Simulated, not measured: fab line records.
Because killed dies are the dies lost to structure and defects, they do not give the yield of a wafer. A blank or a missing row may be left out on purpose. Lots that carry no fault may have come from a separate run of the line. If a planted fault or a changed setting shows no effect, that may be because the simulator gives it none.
fab line records | flow sky130
[record] lots = 6 | wafers = 18 | last_day = 50
route steps=708 shown VT_ADJUST_LVTN@116 VT_ADJUST_NCORE@119 PAD_OPEN@708
lots untouched by any fault: they come from a run of this same line in which no faults occurred
start_h: hours from the record's opening day to when the first of the lot's shown wafers began | wait_h: how many hours have passed since the lot's step before this one | " as in the row above | L1.1+2: a single row standing in for several wafers | - either no value or no given start | * or withheld: withheld | < > ~ a bound
route shown NAME@n: names a module that has steps shown in the file, with the first one's number in the route | usual: mean/standard deviation taken from wafers without a fault | same: alike in all rows | chamber/n: place in a boat | sites: readings site by site | _std_site: the standard deviation of these | _edge_site: the outer-site mean with the inner-site mean subtracted | radius_mm: how far each site lies from the wafer's centre | mask NAME#n: copy n | behind: tool/chamber where the wafer was last shaped | hold: why the lot was held/for how many hours/how that ended | device: the n, p or np transistor that did not switch | end of line: the tests these same wafers got at the end of their route | for a step that has no rows: nothing shown but its recipe | killed: the dies lost at the first sort to structure and to defects; this is not the yield of the wafer | map: dies across one wafer; x = killed, . = not, _ = none there
set.NAME: the setting as run; set.NAME@STEP: as run at that earlier step | model.NAME: the simulator's own value behind a step, which no gauge read
lots at selected steps of the route; one table per step, one row per wafer
services: a tool's chamber out of use, with start hour (start_h, from the record's first day; less than 0 if before it), hours out, and reason
[[steps]]
[step SKY_VT_ADJUST_LVTN_IMPLANT_19]
[recipe] species = B | energy_kev = 30 | dose_cm2 = 6.588e+11 | tilt_deg = withheld
[step SKY_VT_ADJUST_LVTN_STRIP_20]
[recipe] chemistry = O2/N2 | power_w = 1400 | pressure_mtorr = 1500 | platen_temp_c = withheld | o2_flow_sccm = 3000 | n2_flow_sccm = 300 | overash_fraction = 0.5
[usual] drypump_motor_current_A = 5.9/0.55 | o2_flow_sccm = 2999/8.7 | oes_product_au = 0.715/0.005 | strip_time_to_endpoint_s = 14.18/0.039
lot.wafer | tool            | chamber | start_h | wait_h | drypump_motor_current_A | o2_flow_sccm | oes_product_au | rf_hours_counter_h | strip_time_to_endpoint_s
L980.1    | plasma_asher-03 | 0       | 169.60  | 0.1    | 6.0                     | 2998         | 0.719          | 6                  | 14.22
L980.2    | "               | 1       | "       | "      | 6.2                     | 2995         | 0.716          | 6                  | 14.21
L980.3    | "               | 1       | "       | "      | 6.2                     | 3007         | 0.717          | -                  | 14.27
L982.2    | plasma_asher-02 | 0       | 200.42  | 0.1    | 5.0                     | 2999         | 0.714          | 41                 | 14.16
L982.4    | "               | 1       | "       | "      | 5.6                     | 2991         | 0.715          | -                  | 14.15
L982.6    | "               | 1       | "       | "      | 5.6                     | 3005         | 0.717          | -                  | 14.23
L985.1    | plasma_asher-02 | 0       | 208.41  | 0.1    | 4.9                     | 2986         | 0.724          | 42                 | 14.21
L985.4    | "               | 0       | "       | "      | 5.0                     | 2984         | 0.714          | -                  | 14.21
L985.6    | "               | 0       | "       | "      | 5.0                     | 2991         | 0.713          | -                  | 14.20
L988.3    | plasma_asher-04 | 0       | 232.79  | 0.1    | 6.4                     | 2991         | 0.719          | -                  | 14.17
L988.5    | "               | 0       | "       | "      | 6.4                     | 2994         | 0.710          | -                  | 14.11
L988.6    | "               | 1       | "       | "      | 6.6                     | 3007         | 0.712          | -                  | 14.18
L993.1    | plasma_asher-03 | 0       | 261.10  | 0.1    | 6.1                     | 3001         | 0.712          | 15                 | 14.20
L993.4    | "               | 1       | "       | "      | 6.2                     | 2968         | 0.708          | -                  | 14.18
L993.6    | "               | 1       | "       | "      | 6.2                     | 2988         | 0.717          | -                  | 14.14
L101.3    | plasma_asher-04 | 0       | 318.30  | 0.1    | 6.4                     | 3005         | 0.714          | -                  | 14.17
L101.4    | "               | 1       | "       | "      | 6.6                     | 2987         | 0.709          | -                  | 14.14
L101.5    | "               | 1       | "       | "      | 6.6                     | 3006         | 0.715          | -                  | 14.16
[step SKY_VT_ADJUST_LVTN_TW_MEAS_21]
[usual] VT_ADJUST_LVTN_2_TW = 187.3/1.5
lot.wafer | tool          | chamber | start_h | wait_h | VT_ADJUST_LVTN_2_TW
L980.1    | film_metro-03 | -       | 169.70  | 0.1    | 185.0
L980.2    | "             | -       | "       | "      | 185.3
L980.3    | "             | -       | "       | "      | 185.6
L982.2    | film_metro-02 | -       | 200.53  | 0.1    | 189.4
L982.4    | "             | -       | "       | "      | 187.9
L982.6    | "             | -       | "       | "      | 187.8
L985.1    | film_metro-03 | -       | 208.51  | 0.1    | 185.5
L985.4    | "             | -       | "       | "      | 187.3
L985.6    | "             | -       | "       | "      | 186.5
L988.3    | film_metro-03 | -       | 232.88  | 0.1    | 187.4
L988.5    | "             | -       | "       | "      | 187.2
L988.6    | "             | -       | "       | "      | 186.9
L993.1    | film_metro-02 | -       | 261.20  | 0.1    | 188.0
L993.4    | "             | -       | "       | "      | 187.3
L993.6    | "             | -       | "       | "      | 189.6
L101.3    | film_metro-02 | -       | 318.39  | 0.1    | 189.9
L101.4    | "             | -       | "       | "      | 188.7
L101.5    | "             | -       | "       | "      | 187.9
[step SKY_VT_ADJUST_NCORE_DEHYDRATE_00]
[recipe] temp_c = 200 | time_s = 60
[step SKY_VT_ADJUST_NCORE_HMDS_01]
[recipe] prime_time_s = 60 | prime_temp_c = 120
[step SKY_VT_ADJUST_NCORE_COAT_02]
[recipe] resist = NOVOLAK | spin_rpm = 3000 | resist_thk_nm = 1140
[step SKY_VT_ADJUST_NCORE_SOFTBAKE_03]
[recipe] temp_c = 90 | time_s = 60 | resist = NOVOLAK
[step SKY_VT_ADJUST_NCORE_EXPOSE_04]
[recipe] mask_id = LVTN_COMPLEMENT_THIN | na = 0.6 | source_shape = conventional | sigma_outer = 0.6 | polarization = unpolarized | target_cd_nm = 380 | dose_mj = 139
[step SKY_VT_ADJUST_NCORE_PEB_05]
[recipe] temp_c = withheld | time_s = * | resist = NOVOLAK
[step SKY_VT_ADJUST_NCORE_DEVELOP_06]
[recipe] resist = NOVOLAK | developer = TMAH | develop_time_s = 60 | dev_temp_c = 23
[step SKY_VT_ADJUST_NCORE_CD_MEAS_07]
[recipe] target_cd_nm = 380
[usual] cd_nm = 379.7/2.8
lot.wafer | tool      | chamber | start_h | wait_h | cd_nm
L980.1    | cd_sem-01 | -       | 190.86  | 0.1    | 380.3
L980.2    | "         | -       | "       | "      | 382.1
L980.3    | "         | -       | "       | "      | 379.8
L982.2    | cd_sem-02 | -       | 221.80  | 0.1    | 375.1
L982.4    | "         | -       | "       | "      | 378.8
L982.6    | "         | -       | "       | "      | 376.5
L985.1    | cd_sem-02 | -       | 230.53  | 0.1    | 387.0
L985.4    | "         | -       | "       | "      | 387.3
L985.6    | "         | -       | "       | "      | 385.2
L988.3    | cd_sem-02 | -       | 254.51  | 0.1    | 380.1
L988.5    | "         | -       | "       | "      | 383.2
L988.6    | "         | -       | "       | "      | 379.7
L993.1    | cd_sem-02 | -       | 284.58  | 0.1    | 377.1
L993.4    | "         | -       | "       | "      | 377.5
L993.6    | "         | -       | "       | "      | 379.5
L101.3    | cd_sem-02 | -       | 345.01  | 0.1    | 376.5
L101.4    | "         | -       | "       | "      | 376.5
L101.5    | "         | -       | "       | "      | 377.0
[step SKY_VT_ADJUST_NCORE_OVL_MEAS_08]
[usual] VT_ADJUST_NCORE_OVL = -0.1/1.8
lot.wafer | tool       | chamber | start_h | wait_h | VT_ADJUST_NCORE_OVL[nm]
L980.1    | overlay-01 | -       | 190.98  | 0.1    | -0.6
L980.2    | "          | -       | "       | "      | -1.8
L980.3    | "          | -       | "       | "      | -0.7
L982.2    | overlay-01 | -       | 221.91  | 0.1    | -2.5
L982.4    | "          | -       | "       | "      | -2.5
L982.6    | "          | -       | "       | "      | -1.5
L985.1    | overlay-02 | -       | 230.65  | 0.1    | -2.3
L985.4    | "          | -       | "       | "      | -2.3
L985.6    | "          | -       | "       | "      | -1.9
L988.3    | overlay-01 | -       | 254.61  | 0.1    | -0.3
L988.5    | "          | -       | "       | "      | -0.5
L988.6    | "          | -       | "       | "      | 0.6
L993.1    | overlay-02 | -       | 284.70  | 0.1    | 1.5
L993.4    | "          | -       | "       | "      | 2.3
L993.6    | "          | -       | "       | "      | -0.9
L101.3    | overlay-02 | -       | 345.10  | 0.1    | 0.4
L101.4    | "          | -       | "       | "      | 0.2
L101.5    | "          | -       | "       | "      | 0.0
[step SKY_VT_ADJUST_NCORE_IMPLANT_09]
[recipe] species = B | energy_kev = 10 | dose_cm2 = 2.4e+12 | tilt_deg = withheld
[usual] dose_ions_cm2 = 2.3998e+12/2.6e+09 | faraday_current_uA = 13.55/0.25
lot.wafer | tool         | chamber | start_h | wait_h | dose_ions_cm2 | faraday_current_uA
L980.1    | implanter-02 | 0       | 191.01  | 0.0    | 2.404e+12     | 13.65
L980.2    | "            | 0       | "       | "      | 2.4024e+12    | 13.70
L980.3    | "            | 0       | "       | "      | 2.4041e+12    | 13.87
L982.2    | implanter-03 | 0       | 221.96  | 0.0    | 2.4021e+12    | 13.82
L982.4    | "            | 0       | "       | "      | 2.4029e+12    | 13.12
L982.6    | "            | 0       | "       | "      | 2.3971e+12    | 12.97
L985.1    | implanter-03 | 0       | 230.69  | 0.0    | 1.1851e+12    | 6.79
L985.4    | "            | 0       | "       | "      | 1.1842e+12    | 6.88
L985.6    | "            | 0       | "       | "      | 1.184e+12     | 6.57
L988.3    | implanter-03 | 0       | 254.68  | 0.1    | 1.1827e+12    | 6.52
L988.5    | "            | 0       | "       | "      | 1.184e+12     | 6.65
L988.6    | "            | 0       | "       | "      | 1.1811e+12    | 6.80
L993.1    | implanter-02 | 0       | 284.74  | 0.0    | 2.3962e+12    | 13.36
L993.4    | "            | 0       | "       | "      | 2.4043e+12    | 13.17
L993.6    | "            | 0       | "       | "      | 2.3973e+12    | 13.63
L101.3    | implanter-01 | 0       | 345.18  | 0.1    | 2.4016e+12    | 13.55
L101.4    | "            | 0       | "       | "      | 2.3955e+12    | 13.60
L101.5    | "            | 0       | "       | "      | 2.3982e+12    | 13.46
[step SKY_VT_ADJUST_NCORE_STRIP_10]
[recipe] chemistry = O2/N2 | power_w = 1400 | pressure_mtorr = 1500 | platen_temp_c = withheld | o2_flow_sccm = 3000 | n2_flow_sccm = 300 | overash_fraction = 0.5
[usual] drypump_motor_current_A = 5.6/0.49 | o2_flow_sccm = 3001/8.6 | oes_product_au = 0.716/0.0044 | strip_time_to_endpoint_s = 14.19/0.039
lot.wafer | tool            | chamber | start_h | wait_h | drypump_motor_current_A | o2_flow_sccm | oes_product_au | rf_hours_counter_h | strip_time_to_endpoint_s
L980.1    | plasma_asher-03 | 0       | 191.16  | 0.1    | 6.0                     | 2998         | 0.715          | 8                  | 14.17
L980.2    | "               | 1       | "       | "      | 6.2                     | 2992         | 0.711          | 8                  | 14.14
L980.3    | "               | 1       | "       | "      | 6.2                     | 3009         | 0.715          | -                  | 14.13
L982.2    | plasma_asher-03 | 1       | 222.09  | 0.1    | 6.2                     | 3009         | 0.724          | 11                 | 14.16
L982.4    | "               | 1       | "       | "      | 6.2                     | 3013         | 0.719          | -                  | 14.14
L982.6    | "               | 0       | "       | "      | 6.0                     | 3011         | 0.713          | -                  | 14.16
L985.1    | plasma_asher-02 | 0       | 230.84  | 0.1    | 5.0                     | 2991         | 0.717          | 44                 | 14.17
L985.4    | "               | 1       | "       | "      | 5.6                     | 2998         | 0.720          | -                  | 14.21
L985.6    | "               | 0       | "       | "      | 5.0                     | 2989         | 0.723          | -                  | 14.16
L988.3    | plasma_asher-02 | 0       | 254.81  | 0.1    | 5.0                     | 2998         | 0.722          | -                  | 14.24
L988.5    | "               | 0       | "       | "      | 5.0                     | 2996         | 0.716          | -                  | 14.19
L988.6    | "               | 1       | "       | "      | 5.6                     | 2992         | 0.714          | -                  | 14.21
L993.1    | plasma_asher-02 | 0       | 284.89  | 0.1    | 5.0                     | 2985         | 0.716          | 50                 | 14.21
L993.4    | "               | 0       | "       | "      | 5.0                     | 2989         | 0.710          | -                  | 14.21
L993.6    | "               | 0       | "       | "      | 4.9                     | 3000         | 0.724          | -                  | 14.22
L101.3    | plasma_asher-02 | 1       | 345.31  | 0.1    | 5.6                     | 3004         | 0.708          | -                  | 14.19
L101.4    | "               | 0       | "       | "      | 5.0                     | 3007         | 0.716          | -                  | 14.17
L101.5    | "               | 0       | "       | "      | 4.9                     | 3014         | 0.714          | -                  | 14.20
[step SKY_VT_ADJUST_NCORE_TW_MEAS_11]
[usual] VT_ADJUST_NCORE_TW = 218.0/2.3
lot.wafer | tool          | chamber | start_h | wait_h | hold                     | VT_ADJUST_NCORE_TW
L980.1    | film_metro-01 | -       | 191.26  | 0.1    | -                        | 220.8
L980.2    | "             | -       | "       | "      | -                        | 220.2
L980.3    | "             | -       | "       | "      | -                        | 219.7
L982.2    | film_metro-01 | -       | 222.20  | 0.1    | -                        | 220.7
L982.4    | "             | -       | "       | "      | -                        | 221.6
L982.6    | "             | -       | "       | "      | -                        | 221.5
L985.1    | film_metro-04 | -       | 230.94  | 0.1    | await_dispo/0.2h/release | 178.0
L985.4    | "             | -       | "       | "      | await_dispo/0.2h/release | 178.5
L985.6    | "             | -       | "       | "      | await_dispo/0.2h/release | 178.0
L985.1    | film_metro-04 | -       | 231.16  | 0.2    | -                        | 177.4
L985.4    | "             | -       | "       | "      | -                        | 178.4
L985.6    | "             | -       | "       | "      | -                        | 178.7
L988.3    | film_metro-03 | -       | 254.90  | 0.1    | await_dispo/0.2h/release | 176.5
L988.5    | "             | -       | "       | "      | await_dispo/0.2h/release | 177.6
L988.6    | "             | -       | "       | "      | await_dispo/0.2h/release | 177.5
L988.3    | film_metro-03 | -       | 255.25  | 0.3    | -                        | 176.5
L988.5    | "             | -       | "       | "      | -                        | 177.9
L988.6    | "             | -       | "       | "      | -                        | 178.0
L993.1    | film_metro-03 | -       | 284.99  | 0.1    | -                        | 216.4
L993.4    | "             | -       | "       | "      | -                        | 217.3
L993.6    | "             | -       | "       | "      | -                        | 216.1
L101.3    | film_metro-01 | -       | 345.40  | 0.1    | -                        | 220.7
L101.4    | "             | -       | "       | "      | -                        | 221.9
L101.5    | "             | -       | "       | "      | -                        | 221.4
[step SKY_PAD_OPEN_PROBE_99]
[usual] killed_at_M0_to_M3 = 43/7.2 | killed_at_M4_up = 3.3/2 | killed_at_contacts = 25/5.8 | killed_at_front_end = 15/4.5 | killed_at_other = 0.3/0.62 | killed_dies = 86/9.4 | killed_open = 47/7.1 | killed_short = 39/6
[same] gross_dies = 492 | killed_at_back_side = 0
lot.wafer | tool      | chamber | start_h | wait_h | hold                     | killed_at_M0_to_M3 | killed_at_M4_up | killed_at_contacts | killed_at_front_end | killed_at_other | killed_dies | killed_open | killed_short
L980.1    | prober-01 | -       | 1086.20 | 0.1    | -                        | 37                 | 3               | 20                 | 18                  | 0               | 78          | 39          | 39
L980.2    | prober-01 | -       | 1086.25 | 0.1    | -                        | 38                 | 1               | 22                 | 23                  | 2               | 86          | 45          | 39
L980.3    | prober-01 | -       | 1086.30 | 0.2    | -                        | 45                 | 0               | 19                 | 11                  | 0               | 75          | 39          | 36
L982.2    | prober-02 | -       | 1110.06 | 0.1    | -                        | 45                 | 3               | 19                 | 17                  | 0               | 84          | 48          | 36
L982.4    | prober-02 | -       | 1110.16 | 0.2    | -                        | 48                 | 6               | 15                 | 23                  | 1               | 93          | 53          | 40
L982.6    | prober-02 | -       | 1110.26 | 0.2    | -                        | 52                 | 3               | 13                 | 24                  | 0               | 92          | 55          | 36
L985.1    | prober-02 | -       | 1122.75 | 0.1    | await_dispo/4.6h/release | 41                 | 1               | 27                 | 19                  | 0               | 88          | 45          | 43
L985.4    | prober-02 | -       | 1122.90 | 0.2    | await_dispo/4.6h/release | 31                 | 6               | 32                 | 14                  | 0               | 83          | 33          | 50
L985.6    | prober-02 | -       | 1123.00 | 0.2    | await_dispo/4.6h/release | 28                 | 3               | 24                 | 21                  | 0               | 76          | 40          | 35
L988.3    | prober-01 | -       | 1138.54 | 0.2    | await_dispo/3.2h/release | 51                 | 4               | 23                 | 17                  | 0               | 95          | 54          | 41
L988.5    | prober-01 | -       | 1138.64 | 0.2    | await_dispo/3.2h/release | 55                 | 2               | 16                 | 14                  | 0               | 87          | 48          | 39
L988.6    | prober-01 | -       | 1138.69 | 0.2    | await_dispo/3.2h/release | 46                 | 2               | 26                 | 20                  | 0               | 94          | 50          | 44
L993.1    | prober-02 | -       | 1162.27 | 0.1    | -                        | 50                 | 2               | 26                 | 7                   | 0               | 85          | 55          | 29
L993.4    | prober-02 | -       | 1162.42 | 0.2    | -                        | 39                 | 4               | 31                 | 13                  | 0               | 87          | 52          | 34
L993.6    | prober-02 | -       | 1162.52 | 0.2    | -                        | 37                 | 8               | 33                 | 19                  | 0               | 97          | 60          | 36
L101.3    | prober-02 | -       | 1195.63 | 0.2    | -                        | 49                 | 1               | 20                 | 17                  | 0               | 87          | 50          | 36
L101.4    | prober-02 | -       | 1195.68 | 0.2    | -                        | 39                 | 4               | 30                 | 10                  | 0               | 83          | 44          | 39
L101.5    | prober-02 | -       | 1195.73 | 0.2    | -                        | 31                 | 2               | 20                 | 24                  | 0               | 77          | 38          | 39
// killed by level:class
L980.1 LI_CONTACT:geometric_particle:open=7 FIELD_ISO:geometric_particle:open=6 VIA2:geometric_particle:open=6 VIA2:geometric_particle:short=6 LOCAL_INTERCONNECT:geometric_particle:short=5 VIA1:geometric_particle:open=5 FIELD_ISO:geometric_particle:short=4 VIA1:geometric_particle:short=4
L980.2 CONTACT:geometric_particle:open=12 VIA1:geometric_particle:open=12 FIELD_ISO:geometric_particle:short=6 METAL1:geometric_particle:short=5 METAL2:geometric_particle:short=5 FIELD_ISO:geometric_particle:open=4 POLY_GATE:geometric_particle:open=3 POLY_GATE:geometric_particle:short=3
L980.3 VIA1:geometric_particle:open=10 VIA2:geometric_particle:open=10 METAL2:geometric_particle:short=9 FIELD_ISO:geometric_particle:short=6 LI_CONTACT:geometric_particle:open=4 CONTACT:geometric_particle:short=4 CONTACT:geometric_particle:open=4 VIA3:geometric_particle:open=4
L982.2 VIA1:geometric_particle:open=10 POLY_GATE:geometric_particle:short=9 VIA3:geometric_particle:open=9 CONTACT:geometric_particle:open=9 METAL1:geometric_particle:short=6 POLY_GATE:geometric_particle:open=5 VIA2:geometric_particle:open=5 LI_CONTACT:geometric_particle:open=4
L982.4 VIA1:geometric_particle:open=15 POLY_GATE:geometric_particle:open=8 VIA3:geometric_particle:open=7 POLY_GATE:geometric_particle:short=6 METAL2:geometric_particle:short=6 CONTACT:geometric_particle:open=5 VIA1:geometric_particle:short=5 VIA2:geometric_particle:open=4
L982.6 VIA3:geometric_particle:open=15 VIA1:geometric_particle:open=8 VIA2:geometric_particle:open=8 POLY_GATE:geometric_particle:open=6 LI_CONTACT:geometric_particle:open=6 POLY_GATE:geometric_particle:short=5 METAL2:geometric_particle:short=5 METAL3:geometric_particle:short=5
L985.1 VIA1:geometric_particle:open=11 CONTACT:geometric_particle:short=8 VIA2:geometric_particle:open=7 LI_CONTACT:geometric_particle:open=7 VIA1:geometric_particle:short=7 LOCAL_INTERCONNECT:geometric_particle:short=6 FIELD_ISO:geometric_particle:open=5 POLY_GATE:geometric_particle:open=5
L985.4 LI_CONTACT:geometric_particle:open=10 CONTACT:geometric_particle:short=7 METAL1:geometric_particle:short=7 METAL3:geometric_particle:short=6 CONTACT:geometric_particle:open=6 FIELD_ISO:geometric_particle:short=5 LOCAL_INTERCONNECT:geometric_particle:short=5 METAL4:geometric_particle:short=5
L985.6 CONTACT:geometric_particle:open=10 FIELD_ISO:geometric_particle:short=7 VIA1:geometric_particle:open=6 POLY_GATE:geometric_particle:open=5 LI_CONTACT:geometric_particle:open=5 VIA2:geometric_particle:open=5 VIA3:geometric_particle:open=5 METAL1:geometric_particle:short=4
L988.3 VIA1:geometric_particle:open=12 CONTACT:geometric_particle:open=11 VIA2:geometric_particle:open=10 VIA3:geometric_particle:open=7 METAL1:geometric_particle:short=6 FIELD_ISO:geometric_particle:short=5 LOCAL_INTERCONNECT:geometric_particle:short=5 VIA3:geometric_particle:short=5
L988.5 VIA2:geometric_particle:open=11 VIA1:geometric_particle:open=11 VIA3:geometric_particle:open=11 METAL2:geometric_particle:short=8 CONTACT:geometric_particle:open=7 METAL1:geometric_particle:short=7 FIELD_ISO:geometric_particle:open=6 CONTACT:geometric_particle:short=4
L988.6 VIA1:geometric_particle:open=13 CONTACT:geometric_particle:short=9 CONTACT:geometric_particle:open=9 VIA2:geometric_particle:open=7 FIELD_ISO:geometric_particle:open=6 VIA1:geometric_particle:short=6 VIA2:geometric_particle:short=6 METAL2:geometric_particle:short=5
L993.1 VIA1:geometric_particle:open=14 CONTACT:geometric_particle:open=10 LI_CONTACT:geometric_particle:open=9 METAL1:geometric_particle:open=6 VIA1:geometric_particle:short=6 VIA3:geometric_particle:open=6 VIA2:geometric_particle:open=5 METAL1:geometric_particle:short=4
L993.4 CONTACT:geometric_particle:open=14 VIA1:geometric_particle:open=13 VIA2:geometric_particle:open=7 CONTACT:geometric_particle:short=6 FIELD_ISO:geometric_particle:short=5 LI_CONTACT:geometric_particle:open=4 LI_CONTACT:geometric_particle:short=4 VIA1:geometric_particle:short=4
L993.6 VIA3:geometric_particle:open=11 CONTACT:geometric_particle:open=11 VIA1:geometric_particle:open=10 LI_CONTACT:geometric_particle:open=7 POLY_GATE:geometric_particle:open=6 LI_CONTACT:geometric_particle:short=5 LOCAL_INTERCONNECT:geometric_particle:short=5 VIA1:geometric_particle:short=5
L101.3 VIA1:geometric_particle:open=14 LI_CONTACT:geometric_particle:open=8 METAL1:geometric_particle:short=8 VIA3:geometric_particle:open=7 FIELD_ISO:geometric_particle:open=6 VIA2:geometric_particle:open=5 CONTACT:geometric_particle:open=4 VIA1:geometric_particle:short=4
L101.4 LI_CONTACT:geometric_particle:open=10 VIA1:geometric_particle:open=10 CONTACT:geometric_particle:open=9 VIA1:geometric_particle:short=7 VIA2:geometric_particle:open=6 LOCAL_INTERCONNECT:geometric_particle:short=6 METAL2:geometric_particle:short=4 FIELD_ISO:geometric_particle:open=3
L101.5 CONTACT:geometric_particle:open=7 POLY_GATE:geometric_particle:short=6 CONTACT:geometric_particle:short=5 VIA1:geometric_particle:open=5 VIA3:geometric_particle:open=5 POLY_GATE:geometric_particle:open=4 LI_CONTACT:geometric_particle:open=4 VIA1:geometric_particle:short=4
// map L985.1 (x killed, . not)
__________....xxx..._________
________........xx.x.._______
______.......x.x..x...x._____
_____x...................____
____.xx....x..............___
___.x........x.x..x........__
__......x.....x.x.x......x.x_
_.......x......x...xx........
_............xx..x.........xx
_..x.......xx......x.........
_x..xx.....x....x...xx.....x.
_x.x...x...x....x........x...
_.........x..x.x....x.x......
_......xx..........x..x..x...
_x.....x..x.........x...x..x.
__.....x.........x.....xx..._
___.............x..........__
____xxx...........x..x.x.x___
_____....................____
______........xx........_____
________..x....x..xx.._______
__________..x.....xx_________
// map L988.3 (x killed, . not)
__________...x...xxx_________
________..x.....x....._______
______..x......x..x...x._____
_____...x................____
____......x..x..........x.___
___...xxx.............x.x.x__
__x.x.......x.....x.......x._
_x....x....x.x.........x..x..
_...........x...x....x.x.....
_..x.x........x....x.........
_...xxx.....xxx.........x....
_.......xxx...x..............
_......xxx.x..xx..x.....x....
_.....x...x.x..x......x....x.
_.x...xx.x.......x.......xxx.
__....x.........x.x........._
___........x....x.x...x..x.__
____.......xxx.....xx.....___
_____...........xx.......____
______x..............x.._____
________.x.......xx..._______
__________...xx...x._________
[[services]]
tool            | chamber | start_h | hours | kind
plasma_asher-04 | -       | 157.71  | 30.0  | pm
implanter-01    | -       | 163.23  | 5.3   | repair
implanter-01    | -       | 168.55  | 2.3   | pm
plasma_asher-02 | -       | 173.78  | 0.4   | repair
implanter-01    | -       | 175.13  | 2.1   | repair
implanter-01    | -       | 175.66  | 8.8   | repair
implanter-03    | -       | 179.63  | 2.9   | repair
implanter-02    | -       | 195.59  | 0.6   | repair
plasma_asher-04 | -       | 208.07  | 2.9   | repair
implanter-02    | -       | 214.85  | 2.5   | pm
implanter-02    | -       | 264.30  | 1.9   | repair
plasma_asher-03 | -       | 327.24  | 2.8   | pm
[[key]]
[first_sign] step = SKY_VT_ADJUST_NCORE_IMPLANT_09 | reading = dose_ions_cm2 | direction = down | sigmas = 99+ | usual = * | struck = *
[effect] step = SKY_VT_ADJUST_NCORE_IMPLANT_09 | reading = faraday_current_uA | direction = down | sigmas = 27 | usual = 13.55 | struck = 6.70
[effect] step = SKY_VT_ADJUST_NCORE_TW_MEAS_11 | reading = visit | direction = added
[effect] step = SKY_VT_ADJUST_NCORE_TW_MEAS_11 | reading = VT_ADJUST_NCORE_TW | direction = down | sigmas = 18 | usual = 218.0 | struck = 177.7
[effect] step = SKY_PAD_OPEN_PROBE_99 | reading = hold | direction = added
met_at SKY_VT_ADJUST_NCORE_IMPLANT_09
struck_wafers L985.1,L985.4,L985.6,L988.3,L988.5,L988.6
tester_left_out L985,L988
onset_between 221.96 230.69
[fault] kind = process_parameter_drift | tool = implanter-03 | chamber = - | onset_h = 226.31 | steps = SKY_VT_ADJUST_NCORE_IMPLANT_09 | channel = dose_cm2 | offset = * | shape = step | end_h = 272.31 | acts_in = * | stated = *
// tester_left_out: of these lots the tester's yield and bins aren't shown, on N5 and GAA mostly nor the transistor test; their killed dies are dies lost to structure and defects alone, not to doping, threshold or leakage, so they don't give the yield
